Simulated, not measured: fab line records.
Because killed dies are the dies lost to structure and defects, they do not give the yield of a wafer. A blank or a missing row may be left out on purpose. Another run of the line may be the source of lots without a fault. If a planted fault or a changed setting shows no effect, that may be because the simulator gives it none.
A single fault, viewed from 2 desks | flow sfq line | each desk has only its own numbers; what lay behind them comes last

AT THE METROLOGY DESK
What the gauges read, lot by lot, whatever tool the lot ran on: means of the sampled wafers that have a number. The brackets show how far a lot's mean lies from the usual mean; more than 4 standard deviations puts the lot out of limits, marked OUT.
Columns: A = INCOMING_BOW at SFQ_INCOMING_BOW_MEAS_900, usual 0 um
lot  | first seen here | A
L775 | day 1 10:00     | 4
L777 | day 1 20:01     | -1
L778 | day 2 01:02     | 4
L779 | day 2 06:00     | -0
L782 | day 2 21:01     | -1
L783 | day 3 02:01     | 6
L784 | day 3 07:04     | 6
L785 | day 3 12:00     | 3
L786 | day 3 17:01     | -1
L787 | day 3 22:00     | 4
L788 | day 4 03:02     | -2
L793 | day 5 04:00     | -10
L794 | day 5 09:00     | -4
L798 | day 6 05:01     | -2
This desk's verdict: no lot among the 14 shows anything out of limits.

AT THE TOOL OWNER'S DESK: pecvd-01
The tool's own readings at SFQ_TRILAYER_I0_DEP_PECVD_027 (deposits SiO2 from SiH4/N2O, time 111.11 s, target thk 500 nm): means of the sampled wafers that have a number, for each lot that ran on this tool. The brackets show how far a lot's mean lies from the usual mean; more than 4 standard deviations puts the lot out of limits, marked OUT.
Columns: A = heater power w at SFQ_TRILAYER_I0_DEP_PECVD_027, usual 83 W; B = run length s at SFQ_TRILAYER_I0_DEP_PECVD_027, usual 139.0 s; C = throttle valve pct at SFQ_TRILAYER_I0_DEP_PECVD_027, usual 24.6 %
lot  | first seen here | A  | B     | C
L777 | day 5 23:02     | 67 | 138.6 | 23.5
L783 | day 7 19:31     | 75 | 139.1 | 24.2
L785 | day 8 07:31     | 91 | 139.5 | 23.9
L786 | day 10 02:55    | 79 | 139.1 | 24.7
L793 | day 12 10:27    | 73 | 138.8 | 24.5
L794 | day 12 15:40    | 81 | 137.6 | 24.3
L798 | day 13 15:47    | 80 | 138.0 | 25.0
This desk's verdict: no lot among the 7 shows anything out of limits.

BROUGHT TOGETHER
Nothing out of limits was seen by the metrology desk.
The desk of the tool owner found nothing out of limits.

WHAT THE SIMULATOR PUT IN
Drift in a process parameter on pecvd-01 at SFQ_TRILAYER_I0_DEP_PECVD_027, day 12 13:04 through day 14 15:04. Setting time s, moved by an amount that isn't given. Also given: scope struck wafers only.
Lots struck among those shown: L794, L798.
